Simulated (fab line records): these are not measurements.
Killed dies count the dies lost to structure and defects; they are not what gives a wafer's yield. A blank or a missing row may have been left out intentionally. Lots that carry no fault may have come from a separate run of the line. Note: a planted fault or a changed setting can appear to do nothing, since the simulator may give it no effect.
One fault through the eyes of 2 desks / flow sky130 / each desk holds nothing but its own numbers, with what lay behind them at the end

## THE TOOL OWNER'S DESK: implanter-02
SKY_SONOS_TUNNEL_IMPLANT_09, tool's own readings: per-lot mean of the sampled wafers with a number, covering each lot this tool ran. Any lot whose mean is over 4 standard deviations away from the usual mean is out of limits and marked OUT; that distance is given in the brackets.
Columns: A = dose ions cm2 at SKY_SONOS_TUNNEL_IMPLANT_09, usual 9.999e+11; B = faraday current uA at SKY_SONOS_TUNNEL_IMPLANT_09, usual 5.63
lot=L127; first seen here=day 12 20:50; A=1.001e+12; B=5.64
lot=L131; first seen here=day 13 23:59; A=9.997e+11; B=5.69
lot=L136; first seen here=day 15 22:32; A=9.996e+11; B=5.64
lot=L140; first seen here=day 17 02:16; A=9.992e+11; B=5.62
This desk's verdict: no lot among the 4 shows anything out of limits.

## METROLOGY DESK
Lot by lot, what the gauges showed, no matter which tool ran the lot: averages of those sampled wafers that carry a number. Any lot whose mean is over 4 standard deviations away from the usual mean is out of limits and marked OUT; that distance is given in the brackets.
Columns: A = VT_ADJUST_LVTN_01_OVL at SKY_VT_ADJUST_LVTN_OVL_MEAS_18, usual -0.2 nm; B = SONOS_TUNNEL_TW at SKY_SONOS_TUNNEL_TW_MEAS_12, usual 197.7; C = SONOS_ONO_OVL at SKY_SONOS_ONO_OVL_MEAS_14, usual 0.0 nm
lot=L123; first seen here=day 7 12:08; A=0.7; B=198.1; C=0.6
lot=L124; first seen here=day 8 02:46; A=-0.6; B=200.8; C=2.0
lot=L126; first seen here=day 8 17:08; A=-1.0; B=193.4; C=0.1
lot=L127; first seen here=day 9 01:29; A=-0.8; B=193.4; C=-0.3
lot=L129; first seen here=day 9 13:26; A=0.1; B=200.9; C=-0.4
lot=L131; first seen here=day 9 23:16; A=-0.5; B=199.0; C=2.3
lot=L136; first seen here=day 11 15:42; A=-0.7; B=179.1 (-7.5) OUT; C=1.1
lot=L140; first seen here=day 12 15:14; A=-1.7; B=175.9 (-8.7) OUT; C=-1.9
lot=L141; first seen here=day 12 22:42; A=0.2; B=195.3; C=1.2
lot=L143; first seen here=day 13 07:29; A=-1.3; B=195.7; C=-1.4
lot=L144; first seen here=day 13 13:51; A=0.6; B=193.8; C=-1.3
lot=L146; first seen here=day 14 04:49; A=0.5; B=198.0; C=0.5
This desk finds L136, L140 out of limits, with the earliest case on L136 at day 15 22:57 (SONOS_TUNNEL_TW at SKY_SONOS_TUNNEL_TW_MEAS_12). Within limits: L123, L124, L126, L127, L129, L131, L141, L143, L144, L146.

## BROUGHT TOGETHER
At day 15 22:57 the metrology desk could have sounded an alarm, on L136, L140.
The desk of the tool owner found nothing out of limits.
Tool owner's desk: L136, L140 on record, inside its limits.
The lots listed all ran SKY_SONOS_TUNNEL_IMPLANT_09 on implanter-02.

## WHAT THE SIMULATOR PUT IN
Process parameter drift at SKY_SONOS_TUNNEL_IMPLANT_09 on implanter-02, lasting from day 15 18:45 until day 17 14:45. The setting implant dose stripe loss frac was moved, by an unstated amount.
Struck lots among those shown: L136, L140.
Per desk, hours elapsed from the start of the fault to the first reading out of limits: for the metrology desk, 4.
